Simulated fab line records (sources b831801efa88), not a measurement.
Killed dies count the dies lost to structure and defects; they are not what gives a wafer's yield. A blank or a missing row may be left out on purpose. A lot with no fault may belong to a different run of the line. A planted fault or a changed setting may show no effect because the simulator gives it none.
Which tool was responsible?	flow gf180mcu	7 lots with 21 wafers sampled at 2 steps, on a route of 602 steps

== WHAT EACH GAUGE READ, for each wafer ==
GF_PSD_CD_MEAS_07 targets a cd of 400 nm.
lot	measured	on	cd_nm (nm)
L269	day 14 13:23	cd_sem-01	397.1 398.7 400.1
L271	day 15 06:36	cd_sem-02	401.7 401.1 400.9
L273	day 16 09:07	cd_sem-01	399.9 400.7 398.6
L281	day 19 01:55	cd_sem-01	421.0 419.1 421.7
L283	day 19 23:59	cd_sem-01	399.9 403.9 403.6
L287	day 20 17:05	cd_sem-01	403.1 402.3 400.9
L289	day 21 04:58	cd_sem-01	402.4 401.9 401.9

== WHICH TOOL RAN EACH LOT (tool, then ch and the chambers of the sampled wafers, then the start) ==
lot	GF_PSD_DEVELOP_06
L269	litho_track-03 ch 0, day 14 13:14
L271	litho_track-03 ch 0, day 15 06:28
L273	litho_track-04 ch 0, day 16 08:58
L281	litho_track-02 ch 0, day 19 01:46
L283	litho_track-03 ch 0, day 19 23:50
L287	litho_track-04 ch 0, day 20 16:56
L289	litho_track-04 ch 0, day 21 04:50
- GF_PSD_DEVELOP_06: develop time 60 s.

== THE ANSWER, worked out from the rows above alone ==
Rule: usual is defined by the lots themselves. The widest of any qualifying gaps counts: lots, ordered by their means at a reading, are off when they make up no more than a third of the lots, leave a main group of 4 or more, and stand apart from it by 3 or more times the standard deviation of that group's means. Not used: any main group whose means are identical at the precision the tables above print for the reading. A lot without any number at a reading at which 4 lots or more have one is off too. All remaining lots with rows at the step are treated as sound.
Off, at GF_PSD_CD_MEAS_07 on cd_nm: L281. The main group has a mean of 401.0 nm with a standard deviation of 1.4.
A tool fits if, at a process step before that reading, it ran every lot that is off, and no sound lot after the first of them. Those tools and the gauges at GF_PSD_CD_MEAS_07 are tried in the same way. One fits: litho_track-02 at GF_PSD_DEVELOP_06. It ran no sound lot before its first lot that is off in this sample, so the start can't be narrowed down.

== WHAT THE SIMULATOR HAD INSERTED ==
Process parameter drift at GF_PSD_DEVELOP_06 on litho_track-02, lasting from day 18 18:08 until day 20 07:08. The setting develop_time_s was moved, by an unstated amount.
Shown lots that were struck: L281. The same result came from the rule above.
